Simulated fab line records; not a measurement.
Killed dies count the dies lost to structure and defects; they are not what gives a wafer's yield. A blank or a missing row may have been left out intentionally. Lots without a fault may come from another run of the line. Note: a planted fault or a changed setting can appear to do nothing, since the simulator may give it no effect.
Which tool was responsible? ; flow sky130 ; 11 lots with 33 wafers sampled at 3 steps, on a route of 708 steps

== WHAT EACH GAUGE READ, for each wafer ==
SKY_LDD_N_TW_MEAS_17.
lot;measured;on;LDD_N_TW
L539;day 17 18:56;filmMetro-01;2592 2591 2596
L542;day 18 08:49;filmMetro-01;2576 2594 2598
L540;day 18 08:53;filmMetro-02;2592 2583 2593
L543;day 18 23:17;filmMetro-01;2704 2708 2697
L547;day 20 11:57;filmMetro-02;2698 2698 2717
L553;day 23 01:55;filmMetro-01;2613 2612 2597
L555;day 23 23:11;filmMetro-04;2605 2603 2590
L556;day 23 23:30;filmMetro-02;2596 2593 2605
L557;day 24 05:34;filmMetro-04;2592 2590 2602
L558;day 24 16:04;filmMetro-01;2615 2610 2596
L562;day 26 04:51;filmMetro-01;2604 2616 2605

== TOOL THAT RAN EACH LOT (tool first, then ch and the chambers of the sampled wafers, then the start) ==
lot;SKY_LDD_N_IMPLANT_11;SKY_LDD_N_STRIP_16
L539;implanter-03 ch 0, day 17 13:58;plasmaAsher-02 ch 0,1, day 17 18:49
L542;implanter-04 ch 0, day 18 07:58;plasmaAsher-02 ch 0,1, day 18 08:43
L540;implanter-03 ch 0, day 18 08:02;plasmaAsher-04 ch 0,1, day 18 08:47
L543;implanter-04 ch 0, day 18 21:56;plasmaAsher-02 ch 0, day 18 23:11
L547;implanter-03 ch 0, day 20 10:40;plasmaAsher-01 ch 0, day 20 11:50
L553;implanter-04 ch 0, day 23 01:04;plasmaAsher-01 ch 0,1, day 23 01:49
L555;implanter-02 ch 0, day 23 22:20;plasmaAsher-01 ch 0,1, day 23 23:05
L556;implanter-04 ch 0, day 23 22:40;plasmaAsher-02 ch 0,1, day 23 23:23
L557;implanter-02 ch 0, day 24 04:43;plasmaAsher-01 ch 1, day 24 05:28
L558;implanter-04 ch 0, day 24 15:13;plasmaAsher-04 ch 0, day 24 15:58
L562;implanter-04 ch 0, day 26 04:01;plasmaAsher-02 ch 0,1, day 26 04:44
- SKY_LDD_N_IMPLANT_11
- SKY_LDD_N_STRIP_16: strips in O2/N2.

== THE ANSWER, worked out from the rows above alone ==
Rule: the usual values come from the lots themselves. Put in order of their means at a reading, lots are off if they are a third of the lots or fewer, leave a main group of 4 or more, and stand apart from it by a gap of 3 or more times the standard deviation of the main group's means; of several such gaps the widest counts. The tables above print the reading to a certain number of digits; a main group whose means all agree to those digits is not used. A lot without any number at a reading at which 4 lots or more have one is off too. Any other lot the step has rows for is counted as sound.
Off: L543, L547, at SKY_LDD_N_TW_MEAS_17 (LDD_N_TW). For the main group the mean is 2598 and the standard deviation 7.2.
If a tool, at a process step before that reading, ran all the lots that are off and no sound lot after the first of them, it fits. The gauges at SKY_LDD_N_TW_MEAS_17 are tried like those tools. Of those tried, none fits.

== WHAT THE SIMULATOR PUT IN ==
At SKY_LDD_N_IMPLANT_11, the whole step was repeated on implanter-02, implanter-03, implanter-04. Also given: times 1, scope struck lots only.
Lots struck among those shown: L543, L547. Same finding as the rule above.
